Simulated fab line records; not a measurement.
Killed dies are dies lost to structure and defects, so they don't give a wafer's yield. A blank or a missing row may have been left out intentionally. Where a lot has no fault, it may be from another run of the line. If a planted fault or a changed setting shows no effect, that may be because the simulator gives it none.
Which tool did it? | flow gf180mcu | 7 lots with 21 wafers sampled at 3 steps, on a route of 602 steps

## WHAT THE GAUGES SHOWED, per wafer
GF_STI_THK_MEAS_24.
lot  | measured    | on            | STI_CVD_23_THK (nm)
L768 | day 2 20:10 | film-metro-01 | 664 650 653
L770 | day 3 05:08 | film-metro-04 | 654 667 653
L772 | day 3 15:11 | film-metro-04 | 658 652 651
L776 | day 4 13:30 | film-metro-03 | 646 652 657
L781 | day 5 14:44 | film-metro-04 | 656 650 652
L786 | day 6 15:08 | film-metro-01 | 649 650 653
L788 | day 7 02:38 | film-metro-04 | 651 644 653

## WHAT TOOL EACH LOT RAN ON (gives the tool, then ch and the chambers of the sampled wafers, and finally the start)
lot  | GF_STI_DEVELOP_11                | GF_STI_STRIP_15
L768 | litho-track-01 ch 0, day 2 17:48 | plasma-asher-02 ch 0,1, day 2 18:13
L770 | litho-track-04 ch 0, day 3 02:58 | plasma-asher-02 ch 0,1, day 3 03:23
L772 | litho-track-02 ch 0, day 3 13:04 | plasma-asher-02 ch 0,1, day 3 13:28
L776 | litho-track-02 ch 0, day 4 11:08 | plasma-asher-04 ch 0,1, day 4 11:34
L781 | litho-track-02, day 5 11:46      | plasma-asher-02 ch 0,1, day 5 12:10
L786 | litho-track-02 ch 0, day 6 13:01 | plasma-asher-04 ch 0,1, day 6 13:25
L788 | litho-track-02 ch 0, day 7 00:23 | plasma-asher-04 ch 0,1, day 7 00:49
- GF_STI_DEVELOP_11: develop time 60 s.
- GF_STI_STRIP_15: strips in O2/N2.

## THE ANSWER, worked out from the rows above alone
Rule: the usual values come from the lots themselves. Put in order of their means at a reading, lots are off if they are a third of the lots or fewer, leave a main group of 4 or more, and stand apart from it by a gap of 3 or more times the standard deviation of the main group's means; of several such gaps the widest counts. If all means in a main group match to the digits the tables above print for the reading, that group is not used. A lot without any number at a reading at which 4 lots or more have one is off too. Any other lot the step has rows for is counted as sound.
None of the lots is off at any reading shown; this tells nothing.

## WHAT THE SIMULATOR HAD PUT IN
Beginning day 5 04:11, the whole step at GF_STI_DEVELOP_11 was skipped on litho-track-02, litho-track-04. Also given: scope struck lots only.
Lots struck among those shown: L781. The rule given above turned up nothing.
